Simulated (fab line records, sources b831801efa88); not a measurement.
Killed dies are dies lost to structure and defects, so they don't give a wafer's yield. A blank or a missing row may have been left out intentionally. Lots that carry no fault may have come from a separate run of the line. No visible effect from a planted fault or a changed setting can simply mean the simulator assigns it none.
Problem report, 8D (eight disciplines) form, completed by code	flow sky130	the parts of the form that need people (team, actions taken, sign-off) are left out

## 1. THE ISSUE
Wafers without a fault read 495.4 W, standard deviation 2.5; rf fwd power W at SKY_LOCAL_INTERCONNECT_ETCH_13 reads a mean of 576.3 W on 3 wafers belonging to 2 lots. Relative to the usual mean, that is a shift of +32 standard deviations.
The step: etches BARC in N2/H2, stops on SiO2, time 45.9 s, target depth 60 nm.
Earliest sighting: wafer L449.4 on rie metal-04 at day 35 08:41. At this step, 36 wafers from 12 lots have a number in the record. Rule for "out", or "out of limits": more than 4 standard deviations from the usual mean. The rest of the wafers with a number are treated as sound.

## 2. WHAT THIS IS AND IS NOT
question	is	is not
which readings at this step	rf fwd power W	chamber pressure mTorr, drypump motor current A, oes product au
which lots	L449, L450	L434, L435, L436, L437, L438, L439, L441, L454, L455, L457
which wafers of those lots	L449.4, L449.5, L450.4	L449.1, L450.2, L450.3
read on which tools	rie metal-04	rie metal-02, rie metal-03
when	from day 35 08:41	up to then (22 sound wafers); but 11 sound wafers of L450, L454, L455, L457 came after

## 3. SUSPECTS, AND WHAT RULES EACH OUT
Counting: a tool at a process step up to the reading stays a suspect if it ran every lot that is out. Sound lots after the first of them don't rule it out here, since some wafers of a struck lot are sound.
- rie diel-01 at SKY_LI_CONTACT_ETCH_15 (etches PSG in C4F8/O2/Ar, stops on Si, target depth 600 nm): kept. It ran every lot that is out, first L449 (day 34 04:20); its last sound lot up to then is L438 (day 30 13:08).
- pvd sputter-04 at SKY_LOCAL_INTERCONNECT_SPUTTER_00 (material TiN, target thk 100 nm, time 83.3 s): kept. It ran every lot that is out, first L449 (day 34 05:28); its last sound lot up to then is L439 (day 30 18:27).
- rie metal-04 at SKY_LOCAL_INTERCONNECT_ETCH_13 (etches BARC in N2/H2, stops on SiO2, time 45.9 s, target depth 60 nm): kept. It ran every lot that is out, first L449 (day 35 08:41); its last sound lot up to then is L438 (day 31 18:21). Out on those wafers are its own readings of rf fwd power W.
- Within rie metal-04 at SKY_LOCAL_INTERCONNECT_ETCH_13, the wafers that are out were processed in chamber 1 and their sound lot-mates in chamber 0.
Still standing after the count: rie diel-01 at SKY_LI_CONTACT_ETCH_15, pvd sputter-04 at SKY_LOCAL_INTERCONNECT_SPUTTER_00, rie metal-04 at SKY_LOCAL_INTERCONNECT_ETCH_13.

## 4. THE CAUSE (what the simulator had put in)
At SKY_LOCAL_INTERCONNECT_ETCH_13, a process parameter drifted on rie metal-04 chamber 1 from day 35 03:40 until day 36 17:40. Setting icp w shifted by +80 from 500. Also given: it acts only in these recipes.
This tool is one of the 3 suspects left after counting.

## 5. SEQUENCE OF EFFECTS, ordered by route
Rows list readings where the struck wafers' mean (over those with a number) sits beyond 3 standard deviations from the usual. Scope: only readings with a usual standard deviation given in the record; hours: median across lots of the time from each lot's start at the first step in this table that gives one to its start at this step; sigmas: change in usual standard deviations.
hours	step	reading	usual	on struck wafers	change	sigmas
0	SKY_LOCAL_INTERCONNECT_ETCH_13	rf fwd power W	495.4 W	576.3	+80.9	+32
It contains these process steps:
- SKY_LOCAL_INTERCONNECT_ETCH_13: etches BARC in N2/H2, stops on SiO2, time 45.9 s, target depth 60 nm.
Later steps that measure or inspect, where all struck wafers having a row at the step show a number for every such reading and not one has moved that far: SKY_CONTACT_BOW_MEAS_05.

## 6. WHAT WOULD HAVE CAUGHT IT SOONER
The fault began at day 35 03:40; the first out-of-limits reading in this record came at day 35 08:41, 5 hours later.
